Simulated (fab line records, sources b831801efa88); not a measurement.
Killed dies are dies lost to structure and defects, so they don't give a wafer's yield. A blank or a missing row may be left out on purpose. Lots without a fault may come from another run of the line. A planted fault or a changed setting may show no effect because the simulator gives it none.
A struck lot beside a sound one | flow sky130 | 20 steps out of a route of 708
Sound: wafers L734.2, L734.4, L734.5. Struck: wafers L743.1, L743.3, L743.4. The cause comes at the end.
At each step with rows: each side's tool, then ch and its chambers, then its first start. Under that, the readings that differ: sound wafers | struck wafers | difference of the means | sigmas: that difference in standard deviations of wafers without a fault.
alike: readings whose means differ by less than 2 such deviations, and words and numbers that are the same on both sides. not compared: withheld readings, readings that some wafer has no value for, bounds like >300 that may hide the same value, and numbers for which the record gives no deviation and whose values overlap.
The two part at a step that has a row with sigmas, a row that says differs or no value, or rows on one side only. Numbers that don't overlap but have no deviation are shown without sigmas and don't part them. A reading that every wafer of one side lacks parts them only if that side has two wafers or more.

first, 3 steps without rows for these wafers: SKY_SD_P_EXPOSE_04 (exposes mask PSDM, target cd 380 nm); SKY_SD_P_PEB_05; SKY_SD_P_DEVELOP_06 (develop time 60 s).
SKY_SD_P_CD_MEAS_07: target cd 380 nm.
  sound on cd_sem-02, day 25 17:38; struck on cd_sem-02, day 28 18:07
  alike: cd_nm
SKY_SD_P_OVL_MEAS_08:
  sound on overlay-02, day 25 17:45; struck on overlay-02, day 28 18:14
  alike: SD_P_OVL
then, 1 step without rows for these wafers: SKY_SD_P_IMPLANT_09.
SKY_SD_P_STRIP_10: strips in O2/N2.
  sound on plasma_asher-03 ch 0,1, day 25 17:56; struck on plasma_asher-04 ch 0,1, day 28 18:25
  alike: drypump_motor_current_A, oes_product_au, strip_time_to_endpoint_s
  not compared: rf_hours_counter_h
SKY_SD_P_TW_MEAS_11:
  sound on film_metro-03, day 25 18:02; struck on film_metro-01, day 28 18:31
  reading | sound          | struck         | difference | sigmas
  SD_P_TW | 2800 2799 2791 | 2849 2839 2863 | +54        | +3
then, 4 steps without rows for these wafers: SKY_RES_XHIGH_DEHYDRATE_00 (time 60 s); SKY_RES_XHIGH_HMDS_01 (prime time 60 s); SKY_RES_XHIGH_COAT_02 (resist thk 1140 nm); SKY_RES_XHIGH_SOFTBAKE_03 (time 60 s).
SKY_RES_XHIGH_EXPOSE_04: exposes mask URPM, target cd 1270 nm.
  sound on iline_stepper-02 ch 0, day 26 09:18; struck on iline_stepper-01 ch 0, day 29 08:11
  reading | sound                | struck               | difference | sigmas
  mask    | URPM#0 URPM#0 URPM#0 | NSDM#0 NSDM#0 NSDM#0 | differs    |
then, 3 steps without rows for these wafers: SKY_RES_XHIGH_PEB_05; SKY_RES_XHIGH_DEVELOP_06 (develop time 60 s); SKY_RES_XHIGH_IMPLANT_07.
SKY_RES_XHIGH_STRIP_08: strips in O2/N2.
  sound on plasma_asher-03 ch 0,1, day 26 23:14; struck on plasma_asher-01 ch 0,1, day 29 22:53
  reading                      | sound             | struck            | difference | sigmas
  drypump_motor_current_A (A)  | 4.9 4.9 5.9       | 6.5 6.5 6.1       | +1.1       | +2
  strip_time_to_endpoint_s (s) | 14.16 14.22 14.16 | 14.27 14.29 14.26 | +0.09      | +2
  alike: oes_product_au
  not compared: rf_hours_counter_h
SKY_RES_XHIGH_TW_MEAS_09:
  sound on film_metro-02, day 26 23:20; struck on film_metro-03, day 29 22:59
  reading      | sound          | struck   | difference | sigmas
  RES_XHIGH_TW | 1637 1642 1642 | 30 30 30 | -1610      | -99 or more
then, 1 step without rows for these wafers: SKY_SD_N_DEHYDRATE_00 (time 60 s).
-- the record jumps here: 18 days lie between the struck wafers' starts before and after (it left off in module SD_N and takes up again in module PAD_OPEN, whose first step shown is number 708 of the route) --
SKY_PAD_OPEN_PROBE_99:
  sound on prober-02, day 46 01:23; struck on prober-02, day 48 00:21
  reading                                 | sound             | struck            | difference | sigmas
  model.etest.res_ndiff.line_ohm_um       | 743.4 754.8 751.5 | 969.6 970.6 959.6 | +216.7     |
  model.etest.nfet_g5v0d10v5.r_on_ohm_um  | 1913 1912 1894    | 1996 2009 2017    | +101       |
  model.etest.sonos_uncharged.r_on_ohm_um | 818.6 812.3 799.3 | 915.7 896 898.5   | +93.3      |
  model.etest.nfet_01v8.r_on_ohm_um       | 848 841.4 815.7   | 887.2 879.1 903.3 | +54.8      |
  model.etest.licon_ndiff.rc_ohm          | 179.5 186.3 176   | 226.9 216.9 214.9 | +39.0      |
  model.etest.res_ndiff.rs_ohm_sq         | 120.5 120.8 120.7 | 149.8 149.2 150   | +29.0      |
  model.etest.nfet_01v8_lvt.drive_ua_um   | 577.3 568.4 586.5 | 532.5 537.4 527.8 | -44.8      |
  model.etest.res_ndiff_hv.rs_ohm_sq      | 114.1 114.2 114.7 | 136.5 135.6 137.3 | +22.1      |

WHERE THEY PART
First at SKY_SD_P_TW_MEAS_11; last, within this record, at SKY_RES_XHIGH_TW_MEAS_09.

WHY: what the simulator had put in
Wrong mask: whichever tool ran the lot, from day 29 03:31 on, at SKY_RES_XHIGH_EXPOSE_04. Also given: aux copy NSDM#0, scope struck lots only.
